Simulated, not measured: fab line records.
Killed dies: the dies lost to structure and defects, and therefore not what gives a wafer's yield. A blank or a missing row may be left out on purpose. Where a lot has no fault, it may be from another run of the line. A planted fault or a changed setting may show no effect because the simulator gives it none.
What tool caused it? ; flow sky130 ; 72 wafers from 24 lots sampled at 6 of the route's 708 steps

WHAT THE GAUGES SHOWED, per wafer
SKY_NWELL_OVL_MEAS_23.
lot;measured;on;NWELL_01_OVL (nm)
L074;day 5 05:08;overlay-01;-3.5 -3.3 -1.8
L075;day 5 12:58;overlay-02;-0.2 0.6 0.9
L076;day 5 17:51;overlay-02;0.5 -1.8 1.0
L077;day 6 01:33;overlay-02;-1.6 -1.7 0.2
L078;day 6 16:01;overlay-01;-0.9 -1.2 -0.7
L079;day 6 15:58;overlay-02;0.1 2.6 0.8
L080;day 7 08:37;overlay-02;0.2 -0.3 0.9
L081;day 7 09:33;overlay-01;0.5 -2.0 0.1
L082;day 7 18:03;overlay-02;-1.5 -1.8 1.8
L083;day 7 22:16;overlay-02;2.5 2.0 1.0
L084;day 8 07:49;overlay-01;2.0 -0.4 0.7
L085;day 8 11:58;overlay-01;1.2 0.1 -0.5
L086;day 8 11:54;overlay-02;0.6 1.0 0.0
L087;day 8 15:09;overlay-01;2.3 2.1 4.0
L088;day 9 00:34;overlay-01;-1.8 -0.3 0.8
L089;day 8 23:38;overlay-01;-0.2 -0.1 -1.1
L090;day 9 10:56;overlay-01;1.7 -0.5 0.6
L091;day 9 14:38;overlay-01;-1.1 0.5 -0.5
L092;day 9 19:48;overlay-02;-0.6 -0.8 0.9
L093;day 10 01:24;overlay-02;-1.8 -0.1 0.0
L094;day 10 07:48;overlay-01;1.6 -1.0 -0.1
L095;day 10 14:59;overlay-01;-1.1 0.7 -1.7
L096;day 10 22:01;overlay-01;1.2 1.5 2.0
L097;day 11 06:11;overlay-01;0.9 0.2 3.0

SKY_VT_ADJUST_LVTN_OVL_MEAS_07.
lot;measured;on;VT_ADJUST_LVTN_OVL (nm)
L074;day 6 18:30;overlay-02;1.5 0.1 1.6
L075;day 7 03:18;overlay-01;1.9 1.4 2.6
L076;day 7 08:13;overlay-01;-2.4 -0.7 -0.1
L077;day 7 16:40;overlay-02;-1.3 -0.8 -1.3
L078;day 8 08:48;overlay-01;1.6 2.4 1.3
L079;day 8 07:55;overlay-02;-0.3 1.3 0.8
L080;day 9 02:34;overlay-01;-0.3 -1.2 -0.1
L081;day 9 02:54;overlay-01;-0.6 -0.4 -2.1
L082;day 9 12:54;overlay-02;2.2 0.2 1.2
L083;day 9 17:40;overlay-02;-2.9 -1.6 0.1
L084;day 10 04:59;overlay-02;2.2 -0.8 0.0
L085;day 10 08:12;overlay-01;1.5 1.3 0.4
L086;day 10 07:51;overlay-01;0.1 0.2 0.5
L087;day 10 12:49;overlay-01;0.5 0.8 0.5
L088;day 10 23:15;overlay-01;-1.9 -0.5 -1.6
L089;day 10 21:40;overlay-01;-2.8 -1.2 -2.5
L090;day 11 10:40;overlay-01;0.1 0.5 0.1
L091;day 11 14:12;overlay-01;4.0 0.2 0.8
L092;day 11 19:25;overlay-01;1.0 0.5 0.3
L093;day 12 02:04;overlay-01;3.7 3.2 1.5
L094;day 12 09:17;overlay-01;-1.2 -1.4 1.0
L095;day 12 16:01;overlay-01;2.6 -0.1 2.3
L096;day 12 23:52;overlay-01;2.6 0.7 1.3
L097;day 13 08:37;overlay-02;1.4 1.5 0.9

SKY_VIA2_THK_MEAS_01.
lot;measured;on;VIA2_HDPCVD_THK (nm)
L074;day 34 21:50;film metro-04;1183 1201 1187
L075;day 35 18:13;film metro-02;1178 1198 1203
L076;day 35 22:53;film metro-04;1177 1184 1185
L077;day 36 02:29;film metro-02;1190 1180 1186
L078;day 37 03:24;film metro-04;1192 1168 1177
L079;day 36 13:52;film metro-03;1165 1168 1195
L080;day 37 16:17;film metro-04;1172 1169 1172
L081;day 37 19:05;film metro-03;1169 1186 1171
L082;day 38 08:39;film metro-04;1197 1206 1215
L083;day 38 14:07;film metro-03;1186 1191 1168
L084;day 39 02:56;film metro-04;1187 1195 1202
L085;day 39 04:35;film metro-04;1201 1174 1195
L086;day 39 07:09;film metro-04;1192 1193 1200
L087;day 39 13:20;film metro-03;1167 1169 1165
L088;day 39 20:34;film metro-03;1190 1168 1167
L089;day 39 16:25;film metro-03;1178 1198 1179
L090;day 40 07:05;film metro-04;1180 1183 1203
L091;day 40 13:16;film metro-03;1198 1180 1194
L092;day 40 16:56;film metro-03;1180 1171 1187
L093;day 40 20:24;film metro-03;1191 1182 1193
L094;day 41 00:54;film metro-02;1164 1178 1166
L095;day 41 07:53;film metro-03;1185 1184 1179
L096;day 41 14:35;film metro-02;1174 1180 1168
L097;day 42 10:26;film metro-03;1159 1160 1166

SKY_VIA4_BOW_MEAS_03.
lot;measured;on;VIA4_BOW (um)
L074;day 41 14:08;film metro-03;91 92 82
L075;day 42 05:43;film metro-03;63 67 66
L076;day 42 12:03;film metro-04;78 77 87
L077;day 42 13:34;film metro-03;73 75 69
L078;day 43 13:04;film metro-03;94 83 74
L079;day 42 23:14;film metro-02;93 100 83
L080;day 43 23:25;film metro-04;78 76 78
L081;day 44 01:07;film metro-03;68 73 75
L082;day 44 14:05;film metro-04;84 84 80
L083;day 44 19:23;film metro-03;61 82 66
L084;day 45 05:21;film metro-02;80 90 80
L085;day 45 09:05;film metro-04;91 76 84
L086;day 45 10:22;film metro-04;85 76 82
L087;day 45 17:23;film metro-03;82 82 85
L088;day 45 20:16;film metro-03;80 76 81
L089;day 45 17:51;film metro-03;77 89 71
L090;day 46 08:16;film metro-04;90 76 79
L091;day 46 13:34;film metro-04;70 68 80
L092;day 46 16:11;film metro-03;83 80 74
L093;day 46 19:24;film metro-04;74 77 80
L094;day 46 21:04;film metro-02;87 85 87
L095;day 47 03:42;film metro-04;76 86 85
L096;day 47 09:52;film metro-03;87 84 75
L097;day 48 02:14;film metro-03;66 75 81

TOOL THAT RAN EACH LOT (tool first, then ch and the chambers of the sampled wafers, then the start)
lot;SKY_FIELD_ISO_STRIP_16;SKY_NWELL_STRIP_25
L074;plasma asher-02 ch 0,1, day 2 04:31;plasma asher-01 ch 0,1, day 5 05:19
L075;plasma asher-02 ch 0,1, day 2 12:01;plasma asher-01 ch 0,1, day 5 13:09
L076;plasma asher-02 ch 0,1, day 2 18:29;plasma asher-02 ch 0,1, day 5 18:02
L077;plasma asher-02 ch 0,1, day 2 23:23;plasma asher-04 ch 0,1, day 6 01:46
L078;plasma asher-04 ch 0,1, day 3 07:23;plasma asher-02 ch 0,1, day 6 16:12
L079;plasma asher-04 ch 0,1, day 3 07:44;plasma asher-01 ch 0, day 6 16:08
L080;plasma asher-02 ch 0,1, day 3 13:47;plasma asher-02 ch 0,1, day 7 08:47
L081;plasma asher-03 ch 0,1, day 3 17:41;plasma asher-02 ch 0,1, day 7 09:44
L082;plasma asher-04 ch 0,1, day 3 22:23;plasma asher-04 ch 0,1, day 7 18:14
L083;plasma asher-03 ch 0,1, day 4 04:26;plasma asher-04 ch 0,1, day 7 22:28
L084;plasma asher-03 ch 0,1, day 4 12:31;plasma asher-01 ch 0,1, day 8 08:01
L085;plasma asher-02 ch 0,1, day 4 18:13;plasma asher-02 ch 0,1, day 8 12:09
L086;plasma asher-03 ch 0,1, day 4 18:34;plasma asher-04 ch 0,1, day 8 12:05
L087;plasma asher-02 ch 0,1, day 5 02:59;plasma asher-04 ch 0,1, day 8 15:20
L088;plasma asher-04 ch 0,1, day 5 07:26;plasma asher-04 ch 0,1, day 9 00:45
L089;plasma asher-03 ch 0,1, day 5 08:23;plasma asher-01 ch 0,1, day 8 23:49
L090;plasma asher-03 ch 0,1, day 5 17:35;plasma asher-04 ch 0,1, day 9 11:07
L091;plasma asher-04 ch 0,1, day 5 22:56;plasma asher-01 ch 0,1, day 9 14:49
L092;plasma asher-02 ch 0,1, day 6 02:28;plasma asher-02 ch 0,1, day 9 19:59
L093;plasma asher-02 ch 0,1, day 6 07:31;plasma asher-02 ch 0,1, day 10 01:35
L094;plasma asher-04 ch 0,1, day 6 14:01;plasma asher-01 ch 0,1, day 10 08:01
L095;plasma asher-02 ch 0,1, day 6 18:47;plasma asher-01 ch 0,1, day 10 15:10
L096;plasma asher-02 ch 0,1, day 6 23:32;plasma asher-04 ch 0,1, day 10 22:12
L097;plasma asher-03 ch 0,1, day 7 05:23;plasma asher-01 ch 0,1, day 11 06:22
- SKY_FIELD_ISO_STRIP_16: strips in O2/N2.
- SKY_NWELL_STRIP_25: strips in O2/N2.

AS READ BY THE TOOLS THEMSELVES (means over the sampled wafers that have a number; for cases with no such wafer, the mark the record gives instead)
SKY_FIELD_ISO_STRIP_16.
lot;tool;drypump motor current A (A);oes product au (a.u.);strip time to endpoint s (s)
L074;plasma asher-02;5.7;0.381;3.53
L075;plasma asher-02;5.9;0.380;3.55
L076;plasma asher-02;5.9;0.378;3.49
L077;plasma asher-02;5.9;0.378;3.50
L078;plasma asher-04;5.6;0.377;3.47
L079;plasma asher-04;5.6;0.377;3.54
L080;plasma asher-02;5.9;0.378;3.57
L081;plasma asher-03;5.5;0.374;3.50
L082;plasma asher-04;5.5;0.379;3.56
L083;plasma asher-03;5.3;0.376;3.54
L084;plasma asher-03;5.5;0.377;3.55
L085;plasma asher-02;5.7;0.376;3.51
L086;plasma asher-03;5.6;0.375;3.56
L087;plasma asher-02;5.9;0.373;3.51
L088;plasma asher-04;5.6;0.372;3.49
L089;plasma asher-03;5.6;0.379;3.57
L090;plasma asher-03;5.5;0.376;3.55
L091;plasma asher-04;5.6;0.376;3.53
L092;plasma asher-02;6.0;0.375;3.56
L093;plasma asher-02;6.0;0.384;3.55
L094;plasma asher-04;5.5;0.381;3.54
L095;plasma asher-02;5.7;0.380;3.57
L096;plasma asher-02;5.7;0.382;3.57
L097;plasma asher-03;5.6;0.379;3.52

SKY_NWELL_STRIP_25.
lot;tool;drypump motor current A (A);oes product au (a.u.);strip time to endpoint s (s)
L074;plasma asher-01;5.8;0.731;37.03
L075;plasma asher-01;6.0;0.721;37.08
L076;plasma asher-02;5.7;0.725;37.01
L077;plasma asher-04;5.5;0.720;36.97
L078;plasma asher-02;5.9;0.723;36.89
L079;plasma asher-01;5.7;0.723;36.87
L080;plasma asher-02;5.7;0.724;37.04
L081;plasma asher-02;5.8;0.723;36.81
L082;plasma asher-04;5.6;0.720;36.89
L083;plasma asher-04;5.6;0.724;37.01
L084;plasma asher-01;5.8;0.722;37.02
L085;plasma asher-02;5.7;0.718;37.03
L086;plasma asher-04;5.5;0.723;36.79
L087;plasma asher-04;5.6;0.725;36.92
L088;plasma asher-04;5.7;0.720;37.01
L089;plasma asher-01;6.0;0.720;37.04
L090;plasma asher-04;5.6;0.724;36.88
L091;plasma asher-01;5.9;0.721;37.07
L092;plasma asher-02;6.0;0.723;36.85
L093;plasma asher-02;5.9;0.723;37.01
L094;plasma asher-01;5.9;0.720;36.89
L095;plasma asher-01;5.9;0.724;36.89
L096;plasma asher-04;5.5;0.718;36.95
L097;plasma asher-01;5.9;0.722;36.95

THE ANSWER, worked out from the rows above alone
Rule: what is usual is taken from the lots themselves. The widest of any qualifying gaps counts: lots, ordered by their means at a reading, are off when they make up no more than a third of the lots, leave a main group of 4 or more, and stand apart from it by 3 or more times the standard deviation of that group's means. The tables above print the reading to a certain number of digits; a main group whose means all agree to those digits is not used. A lot without any number at a reading at which 4 lots or more have one is off too. All remaining lots with rows at the step are treated as sound. First the gauges in route order, then the tools' own readings, where a lot's mean is used as printed above. The first step at which some lot is off is used, and at that step the reading that is off furthest; a lot without a number counts as furthest.
Across all readings shown, no lot is off: no conclusion can be drawn from this.

WHAT HAD BEEN PUT IN BY THE SIMULATOR
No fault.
